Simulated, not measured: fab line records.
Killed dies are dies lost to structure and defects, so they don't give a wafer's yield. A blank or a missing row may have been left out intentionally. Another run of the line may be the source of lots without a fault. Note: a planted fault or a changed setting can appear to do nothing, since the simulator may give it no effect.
fab line records | flow sky130
record lots=15 | wafers=45 | lastDay=50
route steps=708 shown METAL2@484 VIA2@530 CAPM@546
lots untouched by any fault: they come from a run of this same line in which no faults occurred
startH: the number of hours between the record's first day and the start of the first shown wafer of the lot | waitH: hours from the lot's prior step to this one | " as in the row above | L1.1+2: a row that stands for several wafers | - no value, or no start was given | * or withheld: withheld | < > ~ a bound
route shown NAME@n: a module of which the file shows steps, and the number in the route of the first | usual: mean/standard deviation of fault-free wafers | same: alike in all rows | chamber/n: place in a boat | sites: the reading at each site | _std_site: the standard deviation of these | _edge_site: inner sites' mean taken away from outer sites' mean | radiusMm: for every site, how far away it sits from the centre of the wafer | mask NAME#n: copy n | behind: the most recent tool/chamber to have shaped the wafer | hold: the reason the lot was held/the length of the hold in hours/how it ended | device: the transistor (n, p or np) that didn't switch | end of line: the tests these same wafers got at the end of their route | for a step that has no rows: nothing shown but its recipe | killed: at the first sort, the dies lost to defects and structure; wafer yield is something else | map: per-die view of a wafer (x killed, . not killed, _ where there is no die)
set.NAME: the setting that was run; set.NAME@STEP: the one run at that earlier step | model.NAME: the simulator's own value behind a step, which no gauge read
one table for each step of the route and one row for each wafer, over a sample of lots
services: when a tool's chamber went out of use (startH, in hours from the record's first day, below 0 if earlier), for how many hours, and the reason
## steps
# step SKY_METAL2_SPUTTER_01
# recipe material=TiN | targetThkNm=20 | powerW=6500 | timeS=16.7 | chamberPressurePa=0.4
# usual chamberPressurePa=0.3999/0.00075 | throttleValvePct=30.2/0.95
lot.wafer | tool          | chamber | startH | waitH | chamberPressurePa | throttleValvePct
L245.1    | pvdSputter-01 | -       | 796.75 | 0.0   | 0.3997            | 30.4
L245.3    | "             | -       | "      | "     | 0.4004            | 30.8
L245.6    | "             | -       | "      | "     | 0.4004            | 30.4
L246.1    | pvdSputter-01 | -       | 802.55 | 0.0   | 0.4003            | 29.4
L246.4    | "             | -       | "      | "     | 0.4002            | 30.2
L246.6    | "             | -       | "      | "     | 0.4001            | 29.2
L247.1    | pvdSputter-02 | -       | 816.15 | 0.0   | 0.3989            | 29.6
L247.3    | "             | -       | "      | "     | 0.4008            | 31.9
L247.4    | "             | -       | "      | "     | 0.4001            | 29.5
L250.1    | pvdSputter-02 | -       | 840.99 | 0.0   | 0.4006            | 31.8
L250.2    | "             | -       | "      | "     | 0.4000            | 30.9
L250.4    | "             | -       | "      | "     | 0.4001            | 29.5
L251.1    | pvdSputter-01 | -       | 847.33 | 0.0   | 0.4003            | 30.6
L251.3    | "             | -       | "      | "     | 0.4002            | 29.4
L251.4    | "             | -       | "      | "     | 0.4004            | 30.7
L252.1    | pvdSputter-02 | -       | 854.33 | 0.0   | 0.4000            | 31.9
L252.3    | "             | -       | "      | "     | 0.4019            | 29.4
L252.6    | "             | -       | "      | "     | 0.4015            | 29.4
L258.2    | pvdSputter-02 | -       | 893.80 | 0.0   | 0.4007            | 29.4
L258.3    | "             | -       | "      | "     | 0.4004            | 32.1
L258.6    | "             | -       | "      | "     | 0.3989            | 31.9
L259.3    | pvdSputter-02 | -       | 904.88 | 0.0   | 0.4007            | 29.8
L259.5    | "             | -       | "      | "     | 0.3992            | 29.2
L259.6    | "             | -       | "      | "     | 0.3991            | 32.0
L260.1    | pvdSputter-01 | -       | 913.90 | 0.0   | 0.3989            | 30.9
L260.2    | "             | -       | "      | "     | 0.4002            | 30.7
L260.6    | "             | -       | "      | "     | 0.4006            | 30.4
L261.2    | pvdSputter-02 | -       | 920.13 | 0.0   | 0.3998            | 29.8
L261.3    | "             | -       | "      | "     | 0.3996            | 30.7
L261.6    | "             | -       | "      | "     | 0.3986            | 30.7
L262.1    | pvdSputter-02 | -       | 937.46 | 0.0   | 0.3982            | 32.3
L262.2    | "             | -       | "      | "     | 0.3999            | 30.6
L262.6    | "             | -       | "      | "     | 0.4007            | 30.9
L263.2    | pvdSputter-01 | -       | 937.53 | 0.0   | 0.3998            | 30.4
L263.4    | "             | -       | "      | "     | 0.4011            | 30.8
L263.5    | "             | -       | "      | "     | 0.4003            | 29.4
L265.3    | pvdSputter-04 | -       | 941.59 | 0.0   | 0.4000            | 29.7
L265.5    | "             | -       | "      | "     | 0.3996            | 28.9
L265.6    | "             | -       | "      | "     | 0.3995            | 29.8
L267.1    | pvdSputter-04 | -       | 960.58 | 0.0   | 0.3996            | 29.7
L267.3    | "             | -       | "      | "     | 0.3984            | 31.8
L267.6    | "             | -       | "      | "     | 0.4003            | 28.9
L268.2    | pvdSputter-02 | -       | 966.48 | 0.0   | 0.4001            | 30.4
L268.3    | "             | -       | "      | "     | 0.3992            | 29.0
L268.4    | "             | -       | "      | "     | 0.3990            | 29.5
# step SKY_METAL2_THK_MEAS_06
# recipe thkMeasGauge=xrf | reads=AlCu_of_METAL2_SPUTTER_02
# usual METAL2_ALCU_THK=252.1/2.9
lot.wafer | tool         | chamber | startH | waitH | METAL2_ALCU_THK[nm]
L245.1    | filmMetro-04 | -       | 796.98 | 0.1   | 254.1
L245.3    | "            | -       | "      | "     | 253.3
L245.6    | "            | -       | "      | "     | 252.4
L246.1    | filmMetro-03 | -       | 802.79 | 0.1   | 247.8
L246.4    | "            | -       | "      | "     | 249.7
L246.6    | "            | -       | "      | "     | 247.1
L247.1    | filmMetro-01 | -       | 816.39 | 0.1   | 251.5
L247.3    | "            | -       | "      | "     | 251.1
L247.4    | "            | -       | "      | "     | 252.7
L250.1    | filmMetro-03 | -       | 841.23 | 0.1   | 252.8
L250.2    | "            | -       | "      | "     | 253.6
L250.4    | "            | -       | "      | "     | 254.6
L251.1    | filmMetro-03 | -       | 847.57 | 0.1   | 251.4
L251.3    | "            | -       | "      | "     | 247.7
L251.4    | "            | -       | "      | "     | 249.0
L252.1    | filmMetro-03 | -       | 854.57 | 0.1   | 258.0
L252.3    | "            | -       | "      | "     | 254.0
L252.6    | "            | -       | "      | "     | 256.9
L258.2    | filmMetro-03 | -       | 894.05 | 0.1   | 251.6
L258.3    | "            | -       | "      | "     | 251.9
L258.6    | "            | -       | "      | "     | 250.9
L259.3    | filmMetro-01 | -       | 905.13 | 0.1   | 249.9
L259.5    | "            | -       | "      | "     | 248.8
L259.6    | "            | -       | "      | "     | 250.3
L260.1    | filmMetro-04 | -       | 914.14 | 0.1   | 254.3
L260.2    | "            | -       | "      | "     | 254.0
L260.6    | "            | -       | "      | "     | 257.1
L261.2    | filmMetro-04 | -       | 920.37 | 0.1   | 252.5
L261.3    | "            | -       | "      | "     | 250.8
L261.6    | "            | -       | "      | "     | 253.5
L262.1    | filmMetro-04 | -       | 937.69 | 0.1   | 254.9
L262.2    | "            | -       | "      | "     | 254.7
L262.6    | "            | -       | "      | "     | 253.6
L263.2    | filmMetro-01 | -       | 937.78 | 0.1   | 253.8
L263.4    | "            | -       | "      | "     | 252.1
L263.5    | "            | -       | "      | "     | 250.4
L265.3    | filmMetro-03 | -       | 941.85 | 0.1   | 247.4
L265.5    | "            | -       | "      | "     | 247.3
L265.6    | "            | -       | "      | "     | 246.0
L267.1    | filmMetro-03 | -       | 960.82 | 0.1   | 254.8
L267.3    | "            | -       | "      | "     | 253.8
L267.6    | "            | -       | "      | "     | 254.1
L268.2    | filmMetro-03 | -       | 966.73 | 0.1   | 251.2
L268.3    | "            | -       | "      | "     | 254.4
L268.4    | "            | -       | "      | "     | 249.8
# step SKY_VIA2_THK_MEAS_23
# recipe thkMeasGauge=xrf | reads=W_of_VIA2_CVD_21
# usual VIA2_W_THK=428/7.4
lot.wafer | tool         | chamber | startH  | waitH | VIA2_W_THK[nm]
L245.1    | filmMetro-04 | -       | 851.89  | 0.1   | 427
L245.3    | "            | -       | "       | "     | 412
L245.6    | "            | -       | "       | "     | 432
L246.1    | filmMetro-03 | -       | 856.29  | 0.1   | 430
L246.4    | "            | -       | "       | "     | 429
L246.6    | "            | -       | "       | "     | 432
L247.1    | filmMetro-03 | -       | 870.64  | 0.1   | 431
L247.3    | "            | -       | "       | "     | 425
L247.4    | "            | -       | "       | "     | 424
L250.1    | filmMetro-04 | -       | 894.39  | 0.1   | 429
L250.2    | "            | -       | "       | "     | 429
L250.4    | "            | -       | "       | "     | 425
L251.1    | filmMetro-03 | -       | 901.65  | 0.1   | 432
L251.3    | "            | -       | "       | "     | 433
L251.4    | "            | -       | "       | "     | 419
L252.1    | filmMetro-03 | -       | 908.03  | 0.1   | 437
L252.3    | "            | -       | "       | "     | 435
L252.6    | "            | -       | "       | "     | 418
L258.2    | filmMetro-03 | -       | 944.69  | 0.1   | 427
L258.3    | "            | -       | "       | "     | 427
L258.6    | "            | -       | "       | "     | 431
L259.3    | filmMetro-02 | -       | 961.51  | 0.1   | 429
L259.5    | "            | -       | "       | "     | 427
L259.6    | "            | -       | "       | "     | 426
L260.1    | filmMetro-03 | -       | 965.69  | 0.1   | 441
L260.2    | "            | -       | "       | "     | 423
L260.6    | "            | -       | "       | "     | 439
L261.2    | filmMetro-02 | -       | 969.79  | 0.1   | 426
L261.3    | "            | -       | "       | "     | 437
L261.6    | "            | -       | "       | "     | 433
L263.2    | filmMetro-02 | -       | 988.23  | 0.1   | 422
L263.4    | "            | -       | "       | "     | 439
L263.5    | "            | -       | "       | "     | 417
L262.1    | filmMetro-03 | -       | 988.37  | 0.1   | 419
L262.2    | "            | -       | "       | "     | 421
L262.6    | "            | -       | "       | "     | 420
L265.3    | filmMetro-03 | -       | 992.61  | 0.1   | 421
L265.5    | "            | -       | "       | "     | 436
L265.6    | "            | -       | "       | "     | 416
L267.1    | filmMetro-04 | -       | 1010.03 | 0.1   | 425
L267.3    | "            | -       | "       | "     | 426
L267.6    | "            | -       | "       | "     | 432
L268.2    | filmMetro-04 | -       | 1016.15 | 0.1   | 429
L268.3    | "            | -       | "       | "     | 424
L268.4    | "            | -       | "       | "     | 431
# step SKY_CAPM_EXPOSE_09
# recipe maskId=CAPM | na=0.6 | sourceShape=conventional | sigmaOuter=0.6 | polarization=unpolarized | targetCdNm=1000 | doseMj=159
# usual exposureDoseMJCm2=159.00/0.15 | focusOffsetNm=0.0/0.51
lot.wafer | tool            | chamber | startH  | waitH | mask   | exposureDoseMJCm2 | focusOffsetNm
L245.1    | ilineStepper-01 | 0       | 865.54  | -     | CAPM#0 | 158.87            | -0.8
L245.3    | "               | 0       | "       | "     | CAPM#0 | 158.94            | -0.2
L245.6    | "               | 0       | "       | "     | CAPM#0 | 159.05            | -0.2
L246.1    | ilineStepper-01 | 0       | 870.07  | -     | CAPM#0 | 158.77            | -0.3
L246.4    | "               | 0       | "       | "     | CAPM#0 | 158.97            | 0.1
L246.6    | "               | 0       | "       | "     | CAPM#0 | 158.86            | 0.1
L247.1    | ilineStepper-01 | 0       | 884.00  | -     | CAPM#0 | 158.86            | 0.0
L247.3    | "               | 0       | "       | "     | CAPM#0 | 158.88            | 0.1
L247.4    | "               | 0       | "       | "     | CAPM#0 | 158.71            | -0.5
L250.1    | ilineStepper-01 | -       | 907.59  | -     | CAPM#0 | -                 | -
L250.2    | "               | -       | "       | "     | CAPM#0 | -                 | -
L250.4    | "               | -       | "       | "     | CAPM#0 | -                 | -
L251.1    | ilineStepper-01 | -       | 914.72  | -     | CAPM#0 | -                 | -
L251.3    | "               | -       | "       | "     | CAPM#0 | -                 | -
L251.4    | "               | -       | "       | "     | CAPM#0 | -                 | -
L252.1    | ilineStepper-01 | -       | 920.87  | -     | CAPM#0 | -                 | -
L252.3    | "               | -       | "       | "     | CAPM#0 | -                 | -
L252.6    | "               | -       | "       | "     | CAPM#0 | -                 | -
L258.2    | ilineStepper-01 | 0       | 958.99  | -     | CAPM#0 | 159.05            | 0.1
L258.3    | "               | 0       | "       | "     | CAPM#0 | 159.04            | 0.1
L258.6    | "               | 0       | "       | "     | CAPM#0 | 158.93            | -0.1
L259.3    | ilineStepper-02 | 0       | 973.32  | -     | CAPM#0 | 158.85            | -0.3
L259.5    | "               | 0       | "       | "     | CAPM#0 | 158.83            | -0.4
L259.6    | "               | 0       | "       | "     | CAPM#0 | 159.21            | 0.0
L260.1    | ilineStepper-01 | 0       | 978.14  | -     | CAPM#0 | 158.98            | 0.2
L260.2    | "               | 0       | "       | "     | CAPM#0 | 158.80            | -1.0
L260.6    | "               | 0       | "       | "     | CAPM#0 | 158.85            | -0.4
L261.2    | ilineStepper-01 | 0       | 983.27  | -     | CAPM#0 | 159.18            | 0.8
L261.3    | "               | 0       | "       | "     | CAPM#0 | 159.03            | 0.6
L261.6    | "               | 0       | "       | "     | CAPM#0 | 159.10            | -0.1
L263.2    | ilineStepper-02 | 0       | 1007.27 | -     | CAPM#0 | 159.07            | 0.0
L263.4    | "               | 0       | "       | "     | CAPM#0 | 159.10            | -0.4
L263.5    | "               | 0       | "       | "     | CAPM#0 | 159.00            | -0.4
L262.1    | ilineStepper-02 | 0       | 1007.36 | -     | CAPM#0 | 159.18            | 0.4
L262.2    | "               | 0       | "       | "     | CAPM#0 | 159.14            | 0.5
L262.6    | "               | 0       | "       | "     | CAPM#0 | 159.15            | 0.5
L265.3    | ilineStepper-02 | 0       | 1007.75 | -     | CAPM#0 | 158.87            | 0.2
L265.5    | "               | 0       | "       | "     | CAPM#0 | 158.77            | 0.1
L265.6    | "               | 0       | "       | "     | CAPM#0 | 158.99            | 0.2
L267.1    | ilineStepper-02 | 0       | 1020.82 | -     | CAPM#0 | 159.09            | -0.2
L267.3    | "               | 0       | "       | "     | CAPM#0 | 159.21            | 0.0
L267.6    | "               | 0       | "       | "     | CAPM#0 | 159.07            | -0.1
L268.2    | ilineStepper-02 | 0       | 1027.72 | -     | CAPM#0 | 158.69            | -0.8
L268.3    | "               | 0       | "       | "     | CAPM#0 | 158.77            | 0.1
L268.4    | "               | 0       | "       | "     | CAPM#0 | 158.66            | 0.1
## services
tool            | chamber | startH | hours | kind
pvdSputter-02   | -       | 794.24 | 9.0   | repair
pvdSputter-01   | -       | 803.65 | 39.1  | repair
pvdSputter-04   | -       | 807.32 | 8.4   | repair
ilineStepper-02 | 0       | 838.60 | -     | calibration
pvdSputter-04   | -       | 840.32 | 3.3   | repair
ilineStepper-01 | -       | 849.32 | 1.7   | pm
pvdSputter-04   | -       | 854.22 | 1.9   | repair
ilineStepper-01 | 0       | 862.25 | -     | calibration
ilineStepper-02 | -       | 863.47 | 4.4   | pm
ilineStepper-02 | -       | 897.10 | 13.1  | repair
ilineStepper-02 | -       | 911.06 | 5.3   | repair
pvdSputter-02   | -       | 924.27 | 0.6   | repair
pvdSputter-02   | -       | 928.96 | 2.4   | repair
ilineStepper-02 | -       | 933.59 | 1.7   | pm
pvdSputter-04   | -       | 943.92 | 1.2   | repair
pvdSputter-04   | -       | 996.90 | 1.3   | repair
ilineStepper-01 | -       | 999.01 | 25.0  | repair
ilineStepper-02 | -       | 999.58 | 6.1   | repair
## key
firstSign step=SKY_CAPM_EXPOSE_09 | reading=toolRecord | direction=missing
effect none on later readings
metAt SKY_CAPM_EXPOSE_09
struckLots L250,L251,L252
laterRowsLeftOut L250.1,L250.2,L250.4,L251.1,L251.3,L251.4,L252.1,L252.3,L252.6
sortLeftOut L250.1,L250.2,L250.4,L251.1,L251.3,L251.4,L252.1,L252.3,L252.6
notActingAt SKY_METAL2_SPUTTER_01,SKY_METAL2_THK_MEAS_06,SKY_VIA2_THK_MEAS_23
onsetBetween 884.00 907.59
fault kind=skippedStepWhole | tool=ilineStepper-01 | chamber=- | onsetH=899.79 | steps=SKY_CAPM_EXPOSE_09 | scope=struckLotsOnly
# sortLeftOut: the simulated sort isn't trusted on such a fault, so these wafers' sort isn't shown, and their yield isn't known
# laterRowsLeftOut: the simulator's readings of these wafers behind a module that went badly wrong aren't trusted and aren't shown, but for the sort
